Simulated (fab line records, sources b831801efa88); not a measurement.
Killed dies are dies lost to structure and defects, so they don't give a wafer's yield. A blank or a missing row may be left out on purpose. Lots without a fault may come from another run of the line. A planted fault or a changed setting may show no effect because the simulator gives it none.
One fault seen from 2 desks | flow gf180mcu | each desk has only its own numbers; what lay behind them comes last

THE METROLOGY DESK
What the gauges read, lot by lot, whatever tool the lot ran on: means of the sampled wafers that have a number. A lot is out of limits, marked OUT, if its mean lies more than 4 standard deviations from the usual mean; the brackets give that distance.
Columns: A = HV_LDD_3_TW at GF_HV_LDD_TW_MEAS_38, usual 1446; B = HV_LDD_RS at GF_HV_LDD_RS_MEAS_53, usual 418.3 ohm/sq; C = M1_ALCU_THK at GF_M1_THK_MEAS_06, usual 449 nm
lot  | first seen here | A    | B               | C
L384 | day 11 15:15    | 1462 | 418.9           | 449
L386 | day 12 04:04    | 1438 | 418.6           | 447
L387 | day 12 19:23    | 1463 | 418.5           | 452
L388 | day 13 05:24    | 1453 | 416.9           | 454
L392 | day 14 10:05    | 1453 | 418.6           | 452
L395 | day 15 01:27    | 1458 | 418.3           | 448
L396 | day 15 14:33    | 1421 | 374.6 (-49) OUT | -
L398 | day 16 04:43    | 1414 | 373.1 (-50) OUT | -
L403 | day 17 20:02    | 1441 | 417.8           | 455
L405 | day 18 14:17    | 1462 | 417.5           | 453
L406 | day 18 16:55    | 1434 | 418.6           | 441
L407 | day 19 07:40    | 1441 | 418.7           | 456
This desk's finding: out of limits on L396, L398; first on L396, day 16 13:25 (HV_LDD_RS at GF_HV_LDD_RS_MEAS_53). In limits: L384, L386, L387, L388, L392, L395, L403, L405, L406, L407.

THE TOOL OWNER'S DESK: implanter-03
The tool's own readings at GF_HV_LDD_IMPLANT_35: means of the sampled wafers that have a number, for each lot that ran on this tool. A lot is out of limits, marked OUT, if its mean lies more than 4 standard deviations from the usual mean; the brackets give that distance.
Columns: A = tilt_deg at GF_HV_LDD_IMPLANT_35, usual 30.005 degrees
lot  | first seen here | A
L392 | day 14 09:38    | 30.009
L396 | day 15 14:10    | 0.021 (-99 or more) OUT
L398 | day 16 04:21    | 0.011 (-99 or more) OUT
L405 | day 18 13:54    | 30.026
L407 | day 19 07:16    | 30.020
This desk's finding: out of limits on L396, L398; first on L396, day 15 14:10 (tilt_deg at GF_HV_LDD_IMPLANT_35). In limits: L392, L405, L407.

PUT TOGETHER
The tool owner's desk could have raised an alarm at day 15 14:10, on L396, L398.
The metrology desk could have raised an alarm at day 16 13:25, on L396, L398.
Of the lots named, all ran GF_HV_LDD_IMPLANT_35 on implanter-03.

WHAT THE SIMULATOR HAD PUT IN
Process parameter drift: implanter-03, from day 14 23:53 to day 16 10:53, at GF_HV_LDD_IMPLANT_35. Setting tilt_deg, moved by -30, from 30. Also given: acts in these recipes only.
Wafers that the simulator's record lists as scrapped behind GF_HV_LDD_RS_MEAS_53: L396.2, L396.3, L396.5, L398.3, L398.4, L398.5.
Lots struck among those shown: L396, L398.
Hours from the fault's start to each desk's first reading out of limits: the tool owner's desk, 14; the metrology desk, 38.
